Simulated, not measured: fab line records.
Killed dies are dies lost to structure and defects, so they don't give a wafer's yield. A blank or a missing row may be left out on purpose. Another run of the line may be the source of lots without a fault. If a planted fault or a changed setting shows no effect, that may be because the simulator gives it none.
The same fault as seen by 2 desks | flow sky130 | what lay behind the numbers comes last; until then each desk has only its own

## AT THE METROLOGY DESK
Lot by lot, what the gauges showed, no matter which tool ran the lot: averages of those sampled wafers that carry a number. Marked OUT: a lot whose mean sits more than 4 standard deviations from the usual mean, which makes it out of limits; the brackets give that distance.
Columns: A = LOCAL_INTERCONNECT_OVL at SKY_LOCAL_INTERCONNECT_OVL_MEAS_12, usual -3 nm
lot  | first seen here | A
L460 | day 29 18:10    | -3
L468 | day 32 16:32    | 2
L471 | day 33 17:55    | -1
L473 | day 34 09:49    | -2
L474 | day 34 16:16    | -8
L475 | day 35 04:01    | 1
L477 | day 36 10:11    | -6
L478 | day 36 18:06    | -1
L479 | day 36 23:00    | -9
L481 | day 37 13:20    | -12
L480 | day 37 14:22    | 4
L483 | day 39 06:23    | 0
This desk found nothing out of limits on any of the 12 lots.

## DESK OF THE TOOL OWNER: rieDiel-03
The tool's own readings at SKY_CONTACT_ETCH_18 (etches Si3N4 in CHF3/O2, stops on TiN, time 39 s, target depth 75 nm): means of the sampled wafers that have a number, for each lot that ran on this tool. Marked OUT: a lot whose mean sits more than 4 standard deviations from the usual mean, which makes it out of limits; the brackets give that distance.
Columns: A = biasW at SKY_CONTACT_ETCH_18, usual 200.0 W; B = drypumpMotorCurrentA at SKY_CONTACT_ETCH_18, usual 5.6 A; C = oesProductAu at SKY_CONTACT_ETCH_18, usual 0.853 a.u.; D = throttleValvePct at SKY_CONTACT_ETCH_18, usual 8.793 %
lot  | first seen here | A                       | B   | C     | D
L460 | day 31 00:00    | 200.0                   | 5.6 | 0.859 | 8.783
L468 | day 33 20:00    | 320.7 (+99 or more) OUT | 5.8 | 0.841 | 8.780
L478 | day 37 21:00    | 200.6                   | 6.0 | 0.858 | 8.793
L479 | day 38 02:00    | 200.3                   | 5.6 | 0.850 | 8.788
L481 | day 38 16:00    | 199.3                   | 5.3 | 0.860 | 8.800
This desk finds L468 out of limits, L468 being first, at day 33 20:00 (biasW at SKY_CONTACT_ETCH_18). L460, L478, L479, L481 stayed within limits.

## TAKEN TOGETHER
At day 33 20:00, on L468, the tool owner's desk was in a position to raise an alarm.
From the metrology desk's view, nothing was out of limits.
The metrology desk has L468 on record, within its limits.
Of the lots named, all ran SKY_CONTACT_ETCH_18 on rieDiel-03.

## WHAT HAD BEEN PUT IN BY THE SIMULATOR
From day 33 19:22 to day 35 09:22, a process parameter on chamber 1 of rieDiel-03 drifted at SKY_CONTACT_ETCH_18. Setting biasW, moved by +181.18, from 200. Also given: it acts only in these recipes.
Struck lots among those shown: L468.
Hours from the fault's start to each desk's first reading out of limits: the tool owner's desk, 1.
